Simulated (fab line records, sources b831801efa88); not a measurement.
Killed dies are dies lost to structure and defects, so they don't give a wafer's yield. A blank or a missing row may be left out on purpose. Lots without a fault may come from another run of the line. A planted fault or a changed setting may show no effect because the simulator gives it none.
fab line records | flow gf180mcu
record lots=7 wafers=21 last_day=33
route steps=602 shown VT_IMPLANT@123 MVSD@136 NWELL@137 LVPWELL@138 MVPSD@139
lots that met no fault: from a run of the same line without faults
start_h: hours from the record's first day to the start of the lot's first wafer shown | wait_h: hours since the lot's step before | " the same as in the row above | L1.1+2: a row that stands for several wafers | - no value, or no start given | * or withheld: withheld | < > ~ a bound
route shown NAME@n: a module of which the file shows steps, and the number in the route of the first | usual: mean/standard deviation of fault-free wafers | same: alike in all rows | chamber/n: place in a boat | sites: the reading at each site | _std_site: their standard deviation | _edge_site: outer sites' mean less inner sites' | radius_mm: how far each site lies from the wafer's centre | mask NAME#n: copy n | behind: the tool/chamber that last shaped the wafer | hold: why the lot was held/for how many hours/how that ended | device: the transistor (n, p or np) that didn't switch | end of line: the same wafers' tests at the end of the route | a step without rows: its recipe alone | killed: dies lost to structure and defects at the first sort, not the wafer's yield | map: a wafer's dies, x killed, . not, _ none there
set.NAME: the setting as run; set.NAME@STEP: as run at that earlier step | model.NAME: the simulator's own value behind a step, which no gauge read
lots at some steps of the route; a table a step, a row a wafer
services: from which hour (start_h, from the record's first day; less than 0 if before it) a tool's chamber was out of use, for how many hours, and why
## steps
# step GF_VT_IMPLANT_DEHYDRATE_33
# recipe temp_c=200 time_s=60
# step GF_VT_IMPLANT_HMDS_34
# recipe prime_time_s=60 prime_temp_c=120
# step GF_VT_IMPLANT_COAT_35
# recipe resist=NOVOLAK spin_rpm=3000 resist_thk_nm=1000
# step GF_VT_IMPLANT_SOFTBAKE_36
# recipe temp_c=90 time_s=60 resist=NOVOLAK
# step GF_VT_IMPLANT_EXPOSE_37
# recipe mask_id=Nwell_HV_AREA target_cd_nm=860 na=0.6 source_shape=conventional sigma_outer=0.6 dose_mj=142.5
# step GF_VT_IMPLANT_PEB_38
# recipe temp_c=withheld time_s=* resist=NOVOLAK
# step GF_VT_IMPLANT_DEVELOP_39
# recipe develop_time_s=60 dev_temp_c=23
# step GF_VT_IMPLANT_OVL_MEAS_40
# usual VT_IMPLANT_03_OVL=-0.1/1.6
# columns lot.wafer tool chamber start_h wait_h VT_IMPLANT_03_OVL[nm]
L590.1 overlay-02 - 179.36 0.1 -2.2
L590.4 " - " " -1.9
L590.6 " - " " -1.1
L596.3 overlay-02 - 220.26 0.1 3.3
L596.5 " - " " 2.0
L596.6 " - " " 2.3
L597.1 overlay-01 - 226.21 0.1 -1.0
L597.5 " - " " 0.3
L597.6 " - " " 0.0
L598.1 overlay-02 - 231.26 0.1 1.1
L598.4 " - " " 0.9
L598.6 " - " " 0.7
L599.3 overlay-01 - 241.60 0.1 1.8
L599.4 " - " " -0.5
L599.6 " - " " 0.4
L605.1 overlay-02 - 280.04 0.1 1.7
L605.4 " - " " 0.8
L605.5 " - " " 2.8
L609.3 overlay-02 - 297.75 0.1 -1.2
L609.5 " - " " 0.2
L609.6 " - " " 0.5
# step GF_VT_IMPLANT_IMPLANT_41
# recipe species=As energy_kev=70 dose_cm2=1.013e+12 tilt_deg=7
# step GF_VT_IMPLANT_STRIP_42
# recipe chemistry=O2/N2 power_w=1400 pressure_mtorr=1500 platen_temp_c=250 o2_flow_sccm=3000 n2_flow_sccm=300 overash_fraction=0.5
# usual drypump_motor_current_A=5.8/0.33 heater_power_w=321/14 oes_product_au=0.717/0.0048 strip_time_to_endpoint_s=12.62/0.035
# columns lot.wafer tool chamber start_h wait_h drypump_motor_current_A heater_power_w oes_product_au rf_hours_counter_h strip_time_to_endpoint_s
L590.1 plasma_asher-03 1 179.55 0.1 5.5 327 0.714 35 12.63
L590.4 " 0 " " 6.1 292 0.719 - 12.58
L590.6 " 1 " " 5.5 326 0.721 - 12.60
L596.3 plasma_asher-03 1 220.46 0.1 5.4 335 0.712 - 12.61
L596.5 " 0 " " 6.1 308 0.719 - 12.61
L596.6 " 1 " " 5.5 326 0.724 - 12.55
L597.1 plasma_asher-04 1 226.39 0.1 5.5 313 0.710 12 12.68
L597.5 " 0 " " 5.8 337 0.712 - 12.68
L597.6 " 1 " " 5.5 318 0.713 - 12.63
L598.1 plasma_asher-03 0 231.44 0.1 6.1 301 0.719 41 12.64
L598.4 " 1 " " 5.5 326 0.720 - 12.58
L598.6 " 0 " " 6.2 303 0.721 - 12.58
L599.3 plasma_asher-02 0 241.81 0.1 6.3 329 0.721 - 12.63
L599.4 " 1 " " 5.5 326 0.715 - 12.66
L599.6 " 0 " " 6.2 330 0.718 - 12.65
L605.1 plasma_asher-03 0 280.23 0.1 6.2 297 0.712 46 12.56
L605.4 " 0 " " 6.1 300 0.723 - 12.58
L605.5 " 0 " " 6.2 297 0.718 - 12.58
L609.3 plasma_asher-03 0 297.96 0.1 6.2 300 0.721 - 12.58
L609.5 " 1 " " 5.4 324 0.717 - 12.59
L609.6 " 0 " " 6.2 295 0.713 - 12.56
# step GF_VT_IMPLANT_TW_MEAS_43
# usual VT_IMPLANT_4_TW=691/6.3
# columns lot.wafer tool chamber start_h wait_h VT_IMPLANT_4_TW
L590.1 film_metro-02 - 179.69 0.1 689
L590.4 " - " " 689
L590.6 " - " " 689
L596.3 film_metro-02 - 220.55 0.1 688
L596.5 " - " " 686
L596.6 " - " " 690
L597.1 film_metro-01 - 226.49 0.1 693
L597.5 " - " " 695
L597.6 " - " " 690
L598.1 film_metro-02 - 231.54 0.1 688
L598.4 " - " " 685
L598.6 " - " " 686
L599.3 film_metro-02 - 241.90 0.1 697
L599.4 " - " " 695
L599.6 " - " " 699
L605.1 film_metro-01 - 280.33 0.1 703
L605.4 " - " " 701
L605.5 " - " " 704
L609.3 film_metro-01 - 298.05 0.1 697
L609.5 " - " " 700
L609.6 " - " " 698
# step GF_VT_IMPLANT_CLEAN_44
# recipe chemistry=SC1/SC2 mix=1:4:20 temp_c=70 time_s=150 dry=n2_spin
# step GF_VT_IMPLANT_RTA_45
# recipe temp_c=1050 time_s=30 ambient=N2
# usual anneal_temp_c_max=1055.7/1.5 chamber_o2_ppm=2.000/0.02 lamp_power_pct=37/5.9 wafer_temp_C_max=1053.7/0.78
# columns lot.wafer tool chamber start_h wait_h anneal_temp_c_max chamber_o2_ppm lamp_power_pct wafer_temp_C_max
L590.1 rtp_anneal-02 0 179.80 0.0 1056.9 2.007 30 1052.2
L590.4 " 0 " " 1055.5 1.983 30 1054.1
L590.6 " 0 " " 1057.6 2.013 30 1054.0
L596.3 rtp_anneal-02 0 220.67 0.0 1056.5 1.985 30 1053.3
L596.5 " 0 " " 1058.6 1.990 30 1053.6
L596.6 " 0 " " 1057.3 1.952 30 1052.8
L597.1 rtp_anneal-02 - 226.60 0.0 - - - -
L597.5 " - " " - - - -
L597.6 " - " " - - - -
L598.1 rtp_anneal-02 - 231.65 0.0 - - - -
L598.4 " - " " - - - -
L598.6 " - " " - - - -
L599.3 rtp_anneal-01 - 242.02 0.0 - - - -
L599.4 " - " " - - - -
L599.6 " - " " - - - -
L605.1 rtp_anneal-01 0 280.44 0.0 1055.6 2.029 42 1053.0
L605.4 " 0 " " 1054.6 2.015 42 1052.8
L605.5 " 0 " " 1053.6 1.988 42 1053.2
L609.3 rtp_anneal-01 0 298.18 0.0 1054.3 1.970 42 1055.4
L609.5 " 0 " " 1054.7 1.980 42 1053.5
L609.6 " 0 " " 1055.0 2.000 42 1053.2
# step GF_VT_IMPLANT_RS_MEAS_46
# recipe thk_meas_gauge=four-point-probe
# usual MVSD_RS=456.4/1.1
# columns lot.wafer tool chamber start_h wait_h MVSD_RS[ohm/sq]
L590.1 film_metro-03 - 179.90 0.1 454.9
L590.4 " - " " 455.2
L590.6 " - " " 455.3
L596.3 film_metro-04 - 220.78 0.1 456.7
L596.5 " - " " 455.4
L596.6 " - " " 456.6
L597.1 film_metro-04 - 226.70 0.1 133.1
L597.5 " - " " 133.0
L597.6 " - " " 133.2
L598.1 film_metro-04 - 231.75 0.1 133.2
L598.4 " - " " 132.9
L598.6 " - " " 133.3
L599.3 film_metro-04 - 242.13 0.1 133.1
L599.4 " - " " 132.9
L599.6 " - " " 133.1
L605.1 film_metro-02 - 280.54 0.1 456.5
L605.4 " - " " 455.9
L605.5 " - " " 456.7
L609.3 film_metro-02 - 298.28 0.1 456.0
L609.5 " - " " 455.3
L609.6 " - " " 457.2
# step GF_VT_IMPLANT_RS_MEAS_47
# recipe thk_meas_gauge=four-point-probe
# usual NWELL_RS=487.4/1.2
# columns lot.wafer tool chamber start_h wait_h NWELL_RS[ohm/sq]
L590.1 film_metro-03 - 180.02 0.1 485.2
L590.4 " - " " 484.5
L590.6 " - " " 486.1
L596.3 film_metro-04 - 220.90 0.1 486.5
L596.5 " - " " 486.8
L596.6 " - " " 486.7
L597.1 film_metro-04 - 226.82 0.1 133.3
L597.5 " - " " 133.3
L597.6 " - " " 132.9
L598.1 film_metro-04 - 231.87 0.1 133.0
L598.4 " - " " 133.2
L598.6 " - " " 133.2
L599.3 film_metro-04 - 242.25 0.1 133.0
L599.4 " - " " 133.3
L599.6 " - " " 133.1
L605.1 film_metro-02 - 280.66 0.1 486.8
L605.4 " - " " 485.6
L605.5 " - " " 486.2
L609.3 film_metro-02 - 298.40 0.1 486.0
L609.5 " - " " 485.9
L609.6 " - " " 488.4
# step GF_VT_IMPLANT_RS_MEAS_48
# recipe thk_meas_gauge=four-point-probe
# usual LVPWELL_RS=1193/3.9
# columns lot.wafer tool chamber start_h wait_h LVPWELL_RS[ohm/sq]
L590.1 film_metro-03 - 180.14 0.1 1190
L590.4 " - " " 1193
L590.6 " - " " 1188
L596.3 film_metro-04 - 221.02 0.1 1194
L596.5 " - " " 1196
L596.6 " - " " 1197
L597.1 film_metro-04 - 226.94 0.1 133
L597.5 " - " " 133
L597.6 " - " " 133
L598.1 film_metro-04 - 231.99 0.1 133
L598.4 " - " " 133
L598.6 " - " " 133
L599.3 film_metro-04 - 242.37 0.1 133
L599.4 " - " " 133
L599.6 " - " " 133
L605.1 film_metro-02 - 280.78 0.1 1195
L605.4 " - " " 1196
L605.5 " - " " 1194
L609.3 film_metro-02 - 298.52 0.1 1195
L609.5 " - " " 1195
L609.6 " - " " 1193
# step GF_VT_IMPLANT_RS_MEAS_49
# recipe thk_meas_gauge=four-point-probe
# usual MVPSD_RS=1168/3.5
# columns lot.wafer tool chamber start_h wait_h MVPSD_RS[ohm/sq]
L590.1 film_metro-03 - 180.26 0.1 1160
L590.4 " - " " 1162
L590.6 " - " " 1165
L596.3 film_metro-04 - 221.14 0.1 1164
L596.5 " - " " 1163
L596.6 " - " " 1169
L597.1 film_metro-04 - 227.06 0.1 133
L597.5 " - " " 133
L597.6 " - " " 133
L598.1 film_metro-04 - 232.11 0.1 133
L598.4 " - " " 133
L598.6 " - " " 133
L599.3 film_metro-04 - 242.49 0.1 133
L599.4 " - " " 133
L599.6 " - " " 133
L605.1 film_metro-02 - 280.90 0.1 1174
L605.4 " - " " 1170
L605.5 " - " " 1173
L609.3 film_metro-02 - 298.64 0.1 1165
L609.5 " - " " 1169
L609.6 " - " " 1167
# step GF_VT_IMPLANT_WET_ETCH_50
# recipe chemistry=dHF target_depth_nm=20 target=SiO2 temp_c=25 dilution=100:1 time_s=400
## services
# columns tool chamber start_h hours kind
plasma_asher-04 - 157.97 3.4 repair
plasma_asher-02 - 189.21 3.8 repair
plasma_asher-02 - 195.15 5.9 repair
plasma_asher-02 - 218.33 1.9 repair
plasma_asher-03 - 288.64 2.8 pm
## key
first_sign step=GF_VT_IMPLANT_RTA_45 reading=tool_record direction=missing
effect step=GF_VT_IMPLANT_RS_MEAS_46 reading=MVSD_RS direction=down sigmas=99+ usual=456.4 struck=133.1
effect step=GF_VT_IMPLANT_RS_MEAS_47 reading=NWELL_RS direction=down sigmas=99+ usual=487.4 struck=133.2
effect step=GF_VT_IMPLANT_RS_MEAS_48 reading=LVPWELL_RS direction=down sigmas=99+ usual=1193 struck=133
effect step=GF_VT_IMPLANT_RS_MEAS_49 reading=MVPSD_RS direction=down sigmas=99+ usual=1168 struck=133
met_at GF_VT_IMPLANT_RTA_45
struck_wafers L597.1,L597.5,L597.6,L598.1,L598.4,L598.6,L599.3,L599.4,L599.6
later_rows_left_out L597.1,L597.5,L597.6,L598.1,L598.4,L598.6,L599.3,L599.4,L599.6
sort_left_out L597.1,L597.5,L597.6,L598.1,L598.4,L598.6,L599.3,L599.4,L599.6
tester_left_out L597,L598,L599
onset_between 220.67 226.60
fault kind=skipped_step_whole tool=rtp_anneal-01,rtp_anneal-02 chamber=- onset_h=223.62 steps=GF_VT_IMPLANT_RTA_45 scope=struck_lots_only
# tester_left_out: of these lots the tester's yield and bins aren't shown, on N5 and GAA mostly nor the transistor test; their killed dies are dies lost to structure and defects alone, not to doping, threshold or leakage, so they don't give the yield
# sort_left_out: the simulated sort isn't trusted on such a fault, so these wafers' sort isn't shown, and their yield isn't known
# later_rows_left_out: the simulator's readings of these wafers behind a module that went badly wrong aren't trusted and aren't shown, but for the sort
